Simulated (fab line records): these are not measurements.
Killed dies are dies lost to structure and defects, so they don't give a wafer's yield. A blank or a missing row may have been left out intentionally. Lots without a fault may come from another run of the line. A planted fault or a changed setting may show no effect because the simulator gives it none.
2 desks looking at one fault | flow sky130 | every desk sees just its own numbers, and what lay behind them comes last

## AT THE TOOL OWNER'S DESK: plasma asher-01
The tool's own readings at SKY_VT_ADJUST_HVTP_STRIP_10 (strips in O2/N2): means of the sampled wafers that have a number, for each lot that ran on this tool. Any lot whose mean is over 4 standard deviations away from the usual mean is out of limits and marked OUT; that distance is given in the brackets.
Columns: A = drypump motor current A at SKY_VT_ADJUST_HVTP_STRIP_10, usual 5.8 A; B = oes product au at SKY_VT_ADJUST_HVTP_STRIP_10, usual 0.716 a.u.; C = strip time to endpoint s at SKY_VT_ADJUST_HVTP_STRIP_10, usual 14.18 s
lot  | first seen here | A   | B               | C
L501 | day 6 21:28     | 5.7 | 0.718           | 14.21
L502 | day 7 08:04     | 5.8 | 0.717           | 14.17
L503 | day 7 09:31     | 5.7 | 0.939 (+51) OUT | -
L516 | day 10 12:35    | 5.7 | 0.721           | 14.13
L517 | day 10 18:02    | 5.8 | 0.714           | 14.22
L518 | day 11 03:13    | 5.7 | 0.717           | 14.16
This desk finds L503 out of limits, L503 being first, at day 7 09:31 (oes product au at SKY_VT_ADJUST_HVTP_STRIP_10). Within limits: L501, L502, L516, L517, L518.

## FROM THE METROLOGY DESK
Lot by lot, what the gauges showed, no matter which tool ran the lot: averages of those sampled wafers that carry a number. Any lot whose mean is over 4 standard deviations away from the usual mean is out of limits and marked OUT; that distance is given in the brackets.
Columns: A = cd nm at SKY_VT_ADJUST_HVTP_CD_MEAS_07, usual 380.1 nm; B = VT_ADJUST_LVTN_TW at SKY_VT_ADJUST_LVTN_TW_MEAS_10, usual 240; C = VT_ADJUST_HVTR_OVL at SKY_VT_ADJUST_HVTR_OVL_MEAS_08, usual 0.8 nm
lot  | first seen here | A     | B            | C
L501 | day 6 21:11     | 379.9 | 243          | 1.3
L500 | day 6 21:55     | 377.3 | 237          | 0.2
L502 | day 7 07:45     | 382.5 | 240          | 0.6
L503 | day 7 09:14     | 383.6 | 30 (-62) OUT | 1.3
L512 | day 9 17:22     | 378.7 | 239          | 1.2
L513 | day 9 19:55     | 376.0 | 245          | 1.5
L514 | day 10 02:24    | 382.0 | 237          | 0.4
L515 | day 10 05:15    | 378.6 | 243          | -2.1
L516 | day 10 12:17    | 384.1 | 237          | 1.4
L517 | day 10 17:44    | 380.7 | 238          | -0.3
L518 | day 11 02:56    | 384.5 | 243          | 1.0
L519 | day 11 06:39    | 382.8 | 240          | 0.5
L521 | day 12 04:19    | 373.5 | 238          | 3.1
This desk's finding: out of limits on L503; first on L503, day 8 05:44 (VT_ADJUST_LVTN_TW at SKY_VT_ADJUST_LVTN_TW_MEAS_10). Within limits: L501, L500, L502, L512, L513, L514, L515, L516, L517, L518, L519, L521.

## ALL TOGETHER
On L503, at day 7 09:31, an alarm was possible from the tool owner's desk.
On L503, the metrology desk was in a position to raise an alarm at day 8 05:44.
Of the lots named, all ran SKY_VT_ADJUST_HVTP_STRIP_10 on plasma asher-01.

## WHAT THE SIMULATOR HAD INSERTED
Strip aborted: plasma asher-01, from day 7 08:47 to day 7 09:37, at SKY_VT_ADJUST_HVTP_STRIP_10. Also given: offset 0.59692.
Shown lots that were struck: L503.
Counting hours from when the fault started, the first reading out of limits came at 1 for the tool owner's desk and at 21 for the metrology desk.
